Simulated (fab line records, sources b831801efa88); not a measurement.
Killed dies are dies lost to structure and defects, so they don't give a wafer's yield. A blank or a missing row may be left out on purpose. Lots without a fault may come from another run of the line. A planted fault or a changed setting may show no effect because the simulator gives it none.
Which tool did it? | flow gf180mcu | 11 lots, 33 wafers sampled, at 5 steps of a route of 602

WHAT THE GAUGES READ, wafer by wafer
GF_PASSIVATION_THK_MEAS_03.
lot  | measured     | on            | PASSIVATION_CVD_02_THK (nm)
L152 | day 28 05:16 | film_metro-04 | 686 700 706
L153 | day 28 09:02 | film_metro-04 | 694 706 702
L154 | day 29 00:47 | film_metro-02 | 696 716 706
L155 | day 29 07:55 | film_metro-01 | 698 703 703
L158 | day 30 14:31 | film_metro-04 | 694 702 703
L163 | day 31 16:09 | film_metro-01 | 687 704 327
L169 | day 33 13:41 | film_metro-01 | 687 684 697
L170 | day 33 19:46 | film_metro-02 | 696 702 695
L171 | day 33 22:18 | film_metro-02 | 688 686 681
L172 | day 34 01:47 | film_metro-01 | 702 693 696
L174 | day 34 08:09 | film_metro-04 | 682 681 695

WHICH TOOL RAN EACH LOT (tool, then ch and the chambers of the sampled wafers, then the start)
lot  | GF_V4_CVD_02                    | GF_V4_STRIP_18                       | GF_V5_ETCH_16                      | GF_PASSIVATION_CVD_02
L152 | pecvd-03 ch 0,2, day 23 14:16   | plasma_asher-02 ch 0,1, day 24 12:44 | rie_diel-04 ch 0,2, day 27 06:23   | pecvd-02 ch 0,1, day 28 04:50
L153 | pecvd-03 ch 1,2, day 23 19:44   | plasma_asher-02 ch 0,1, day 24 17:26 | rie_diel-04 ch 1,2,3, day 27 11:01 | pecvd-04 ch 1,2, day 28 08:44
L154 | pecvd-03 ch 0,1, day 24 11:34   | plasma_asher-04 ch 0,1, day 25 10:12 | rie_diel-04 ch 2,3, day 28 03:02   | pecvd-01 ch 0,1,2, day 29 00:28
L155 | pecvd-01 ch 0,1,2, day 24 21:14 | plasma_asher-01 ch 0,1, day 25 18:43 | rie_diel-01 ch 1,2, day 28 10:29   | pecvd-04 ch 1,2, day 29 07:37
L158 | pecvd-04 ch 1,2, day 26 06:02   | plasma_asher-01 ch 0,1, day 27 03:15 | rie_diel-04 ch 0,2,3, day 29 16:49 | pecvd-04 ch 0,1, day 30 14:13
L163 | pecvd-03 ch 1,2, day 27 12:26   | plasma_asher-02 ch 0,1, day 28 08:25 | rie_diel-04 ch 0,1, day 30 19:28   | pecvd-04 ch 0,1,2, day 31 15:52
L169 | pecvd-01 ch 0,1,2, day 29 16:41 | plasma_asher-04 ch 0,1, day 30 12:08 | rie_diel-04 ch 1,2, day 32 19:04   | pecvd-02 ch 0,1, day 33 13:23
L170 | pecvd-01 ch 0,1,2, day 30 00:49 | plasma_asher-04 ch 0,1, day 30 20:13 | rie_diel-01 ch 0,1,2, day 33 01:13 | pecvd-01 ch 0,1,2, day 33 19:29
L171 | pecvd-04 ch 0,1,2, day 30 03:29 | plasma_asher-04 ch 0,1, day 30 22:20 | rie_diel-02 ch 0,2,3, day 33 03:34 | pecvd-02 ch 0,1,2, day 33 22:01
L172 | pecvd-03 ch 0,1,2, day 30 07:44 | plasma_asher-02 ch 0,1, day 31 02:15 | rie_diel-02 ch 0,2,3, day 33 07:26 | pecvd-02 ch 0,1,2, day 34 01:37
L174 | pecvd-03 ch 0,1, day 30 15:07   | plasma_asher-04 ch 0,1, day 31 09:04 | rie_diel-01 ch 0,1,2, day 33 13:46 | pecvd-02 ch 0,2, day 34 07:52
- GF_V4_CVD_02: deposits SiO2 from TEOS, target thk 850 nm, time 94.851 s.
- GF_V4_STRIP_18: strips in O2/N2.
- GF_V5_ETCH_16: etches BARC in N2/H2.
- GF_PASSIVATION_CVD_02: deposits Si3N4, target thk 700 nm, time 486.18 s.

THE ANSWER, worked out from the rows above alone
Rule: what is usual is taken from the lots themselves. Put in order of their means at a reading, lots are off if they are a third of the lots or fewer, leave a main group of 4 or more, and stand apart from it by a gap of 3 or more times the standard deviation of the main group's means; of several such gaps the widest counts. A main group whose means are all the same, to the digits that the tables above print for the reading, isn't used. A lot without any number at a reading at which 4 lots or more have one is off too. The other lots that the step has rows for count as sound.
Off: L163, at GF_PASSIVATION_THK_MEAS_03 (PASSIVATION_CVD_02_THK). The main group: mean 696 nm, standard deviation 6.6.
A tool fits if, at a process step before that reading, it ran every lot that is off, and no sound lot after the first of them. The gauges at GF_PASSIVATION_THK_MEAS_03 are tried like those tools. One fits: pecvd-04 at GF_PASSIVATION_CVD_02. Its last sound lot is L158 (day 30 14:13), its first lot that is off L163 (day 31 15:52): a fault that began between those two fits.

WHAT THE SIMULATOR HAD PUT IN
Process parameter drift: pecvd-04, from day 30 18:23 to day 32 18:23, at GF_PASSIVATION_CVD_02. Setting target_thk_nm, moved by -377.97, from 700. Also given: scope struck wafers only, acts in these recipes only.
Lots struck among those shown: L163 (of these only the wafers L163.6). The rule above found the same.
